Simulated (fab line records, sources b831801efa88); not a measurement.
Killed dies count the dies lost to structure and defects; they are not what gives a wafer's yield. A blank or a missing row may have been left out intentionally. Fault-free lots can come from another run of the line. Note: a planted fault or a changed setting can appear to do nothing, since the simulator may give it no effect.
8D (eight disciplines) problem report, filled in by code :: flow gf180mcu :: the parts of the form that need people (team, actions taken, sign-off) are left out

== 1. WHAT WENT WRONG ==
Mean of chamber pressure pa at GF_M2_SPUTTER_04: 0.3608 Pa across 6 wafers in 2 lots; on wafers with no fault it is 0.3999 Pa (standard deviation 0.00087). Measured from the usual mean, that is -45 standard deviations.
The step: material TiN, target thk 50 nm, time 40.57 s.
Seen first at day 24 02:01 on pvd sputter-02, wafer L163.1. At this step, 39 wafers from 13 lots have a number in the record. Rule for "out" (also "out of limits"): further than 4 standard deviations from the usual mean. All remaining wafers that have a number are taken as sound.

== 2. WHAT IT IS AND WHAT IT IS NOT ==
question: which readings at this step
is: chamber pressure pa
is not: -

question: which lots
is: L163, L164
is not: L147, L149, L153, L155, L156, L158, L159, L160, L161, L162, L169

question: which wafers of those lots
is: all that have a number
is not: -

question: read on which tools
is: pvd sputter-02
is not: pvd sputter-01, pvd sputter-04

question: when
is: from day 24 02:01
is not: up to then (30 sound wafers); but 3 sound wafers of L169 came after

== 3. THE SUSPECTS, EACH WITH WHAT RULES IT OUT ==
Counting: a tool at any process step up to the reading remains a suspect when it ran all the lots that are out and ran no sound lot after the first of those.
- pvd sputter-02 at GF_M2_SPUTTER_00 (material Ti, target thk 37.5 nm, time 150 s): kept. It processed each lot that is out, first L163 at day 24 01:50, and no sound lot thereafter; up to then, the last sound lot it processed was L161 at day 23 07:11.
- pvd sputter-02 at GF_M2_SPUTTER_01 (material TiN, target thk 30 nm, time 25 s): kept. It processed each lot that is out, first L163 at day 24 01:56, and no sound lot thereafter; up to then, the last sound lot it processed was L161 at day 23 07:17.
- pvd sputter-02 at GF_M2_SPUTTER_04 (material TiN, target thk 50 nm, time 40.57 s): kept. It processed each lot that is out, first L163 at day 24 02:01, and no sound lot thereafter; up to then, the last sound lot it processed was L161 at day 23 07:22. Out on those wafers are its own readings of chamber pressure pa.
The count leaves pvd sputter-02 at GF_M2_SPUTTER_00, pvd sputter-02 at GF_M2_SPUTTER_01, and pvd sputter-02 at GF_M2_SPUTTER_04.

== 4. THE CAUSE (what the simulator had put in) ==
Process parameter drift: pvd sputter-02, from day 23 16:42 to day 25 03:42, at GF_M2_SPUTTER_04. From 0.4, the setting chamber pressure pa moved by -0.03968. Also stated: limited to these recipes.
Counting leaves 3 suspects; this tool is one of them.

== 5. THE EFFECT CHAIN, in route order ==
Each row: a reading where the mean over the struck wafers with a number is more than 3 standard deviations away from the usual. Readings are gone through only where the record gives a usual standard deviation; hours: the median, over the lots, of the time from a lot's start at the first step in this table giving one to that lot's start at this step; sigmas: the change measured in usual standard deviations.
hours: 0
step: GF_M2_SPUTTER_04
reading: chamber pressure pa
usual: 0.3999 Pa
on struck wafers: 0.3608
change: -0.0391
sigmas: -45
The process steps in it:
- GF_M2_SPUTTER_04: material TiN, target thk 50 nm, time 40.57 s.

== 6. WHAT WOULD HAVE CAUGHT IT SOONER ==
First out-of-limits reading in this record: day 24 02:01, which is 9 hours after fault onset at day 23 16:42.
